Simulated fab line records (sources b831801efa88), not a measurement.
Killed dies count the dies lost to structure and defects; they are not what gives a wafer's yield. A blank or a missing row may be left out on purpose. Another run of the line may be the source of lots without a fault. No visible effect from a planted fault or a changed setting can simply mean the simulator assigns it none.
Matching of chambers / flow sky130 / rie_diel-02 running SKY_VIA1_ETCH_15: 4 sister chambers
The step etches SiO2 in C4F8/O2/Ar, stops on TiN, target depth 351 nm, time 54 s. 8 wafers are shown with their chamber, then 12 later ones without.

== WAFERS WITH THEIR CHAMBER ==
wafer=L085.2; chamber=3; oes_product_au (a.u.)=0.977
wafer=L084.2; chamber=0; oes_product_au (a.u.)=0.985
wafer=L086.1; chamber=1; oes_product_au (a.u.)=0.983
wafer=L086.2; chamber=3; oes_product_au (a.u.)=0.973
wafer=L086.3; chamber=2; oes_product_au (a.u.)=0.993
wafer=L086.4; chamber=0; oes_product_au (a.u.)=0.992
wafer=L086.5; chamber=2; oes_product_au (a.u.)=0.990
wafer=L086.6; chamber=1; oes_product_au (a.u.)=0.979

== WAFERS WITH NO CHAMBER GIVEN ==
wafer=L088.3; oes_product_au (a.u.)=0.991
wafer=L088.5; oes_product_au (a.u.)=0.984
wafer=L088.6; oes_product_au (a.u.)=0.984
wafer=L093.2; oes_product_au (a.u.)=0.969
wafer=L093.5; oes_product_au (a.u.)=0.977
wafer=L093.6; oes_product_au (a.u.)=0.973
wafer=L094.3; oes_product_au (a.u.)=0.978
wafer=L094.4; oes_product_au (a.u.)=0.978
wafer=L094.5; oes_product_au (a.u.)=0.983
wafer=L097.1; oes_product_au (a.u.)=0.980
wafer=L097.3; oes_product_au (a.u.)=0.984
wafer=L097.4; oes_product_au (a.u.)=0.981

== EACH ONE'S CHAMBER ==
wafer=L088.3; from the rows above=can't be placed: 2 or 0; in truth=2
wafer=L088.5; from the rows above=can't be placed: 1 or 0 or 2 or 3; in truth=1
wafer=L088.6; from the rows above=can't be placed: 1 or 0 or 2 or 3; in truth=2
wafer=L093.2; from the rows above=can't be placed: 3 or 1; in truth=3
wafer=L093.5; from the rows above=can't be placed: 3 or 1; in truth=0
wafer=L093.6; from the rows above=can't be placed: 3 or 1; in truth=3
wafer=L094.3; from the rows above=can't be placed: 1 or 3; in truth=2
wafer=L094.4; from the rows above=can't be placed: 1 or 3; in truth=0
wafer=L094.5; from the rows above=can't be placed: 1 or 0 or 3 or 2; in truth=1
wafer=L097.1; from the rows above=can't be placed: 1 or 3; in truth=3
wafer=L097.3; from the rows above=can't be placed: 1 or 0 or 2 or 3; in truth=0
wafer=L097.4; from the rows above=can't be placed: 1 or 3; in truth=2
Correct placement for 0 of the 12. Cannot be placed on the basis of these rows: 12; the candidates contain the true chamber in 8. 0 placed wrongly.
How it was worked out, from the rows above alone: a wafer's distance from a chamber is the root of the sum, over the readings, of the square of ((its reading less the chamber's mean) divided by the reading's scatter). If the next closest chamber is less than 2 further off than the closest, the wafer can't be placed; otherwise it belongs to the closest. A chamber's mean is the mean of its shown wafers. The scatter is the square root of a quotient: the sum, over the shown wafers, of each reading's squared deviation from its chamber's mean, divided by wafers minus chambers.
